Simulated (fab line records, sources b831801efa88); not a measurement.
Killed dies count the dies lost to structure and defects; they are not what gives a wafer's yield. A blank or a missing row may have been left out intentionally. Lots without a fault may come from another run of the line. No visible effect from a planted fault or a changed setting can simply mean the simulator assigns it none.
A lot that was struck, set against a sound lot || flow sky130 || 15 steps out of a route of 708
Sound: the wafers L792.3, L792.4, L792.6. Struck: wafers L798.1, L798.3. (L798.4 of the same lot was not struck and is left out.) The cause comes at the end.
At each step with rows: each side's tool, then ch and its chambers, then its first start. Under that, the readings that differ: sound wafers || struck wafers || difference of the means || sigmas: that difference in standard deviations of wafers without a fault.
alike: a reading whose means differ by less than 2 such deviations, as well as words and numbers matching on both sides. not compared: withheld readings; readings where some wafer has no value; bounds like >300 that might hide an equal value; numbers whose values overlap and for which the record gives no deviation.
A row with sigmas, a row that says differs or no value, or rows on one side alone: a step with any of these is where the two part. Numbers that have no deviation but don't overlap get no sigmas and don't part them. A reading missing from all wafers of one side parts the sides only when that side holds two or more wafers.

first, 5 steps without rows for these wafers: SKY_VT_ADJUST_LVTN_COAT_13 (resist thk 1140 nm); SKY_VT_ADJUST_LVTN_SOFTBAKE_14 (time 60 s); SKY_VT_ADJUST_LVTN_EXPOSE_15 (exposes mask HVN STD DERIVED, target cd 600 nm); SKY_VT_ADJUST_LVTN_PEB_16; SKY_VT_ADJUST_LVTN_DEVELOP_17 (develop time 60 s).
SKY_VT_ADJUST_LVTN_OVL_MEAS_18:
  sound on overlay-02, day 11 02:10; struck on overlay-01, day 12 08:13
{"reading": "VT_ADJUST_LVTN_01_OVL (nm)", "sound": "2.2 1.8 2.2", "struck": "-2.7 -3.0", "difference": -4.9, "sigmas": -3}
following that, these wafers have no rows for 1 step: SKY_VT_ADJUST_LVTN_IMPLANT_19.
SKY_VT_ADJUST_LVTN_STRIP_20: strips in O2/N2.
  sound on plasma asher-03 ch 0,1, day 11 02:23; struck on plasma asher-03 ch 1, day 12 08:25
  alike: drypump motor current A, oes product au, strip time to endpoint s
  not compared: rf hours counter h
SKY_VT_ADJUST_LVTN_TW_MEAS_21:
  sound on film metro-04, day 11 02:28; struck on film metro-01, day 12 08:31
  alike: VT_ADJUST_LVTN_2_TW
then, 3 steps without rows for these wafers: SKY_VT_ADJUST_NCORE_DEHYDRATE_00 (time 60 s); SKY_VT_ADJUST_NCORE_HMDS_01 (prime time 60 s); SKY_VT_ADJUST_NCORE_COAT_02 (resist thk 1140 nm).
SKY_VT_ADJUST_NCORE_SOFTBAKE_03: time 60 s.
  sound on litho track-01 ch 0, day 11 13:58; struck on litho track-01 ch 0, day 12 20:31
{"reading": "heater power total W (W)", "sound": "56.58 56.56 56.56", "struck": "61.65 61.58", "difference": "+5.05", "sigmas": "+99 or more"}
{"reading": "run length s (s)", "sound": "89.55 89.23 89.40", "struck": "76.08 76.22", "difference": -13.24, "sigmas": -88}
then, 1 step without rows for these wafers: SKY_VT_ADJUST_NCORE_EXPOSE_04 (exposes mask LVTN COMPLEMENT THIN, target cd 380 nm).
-- here the record skips 37 days between the struck wafers' starts before and after, leaving off in module VT_ADJUST_NCORE and picking up in module PAD_OPEN (first step shown: number 708 of the route) --
SKY_PAD_OPEN_PROBE_99:
  sound on prober-01, day 48 16:08; struck on prober-01, day 49 17:11
  alike: killed_at_M0_to_M3, killed_at_M4_up, killed at contacts, killed at front end, killed at other, killed dies, killed on rim, killed open, killed short

WHERE THEY PART
At SKY_VT_ADJUST_LVTN_OVL_MEAS_18 first; at SKY_VT_ADJUST_NCORE_SOFTBAKE_03 last (within this record only). Later steps at which nothing parts them and some readings are alike: SKY_PAD_OPEN_PROBE_99.

WHY: whatever the simulator had introduced
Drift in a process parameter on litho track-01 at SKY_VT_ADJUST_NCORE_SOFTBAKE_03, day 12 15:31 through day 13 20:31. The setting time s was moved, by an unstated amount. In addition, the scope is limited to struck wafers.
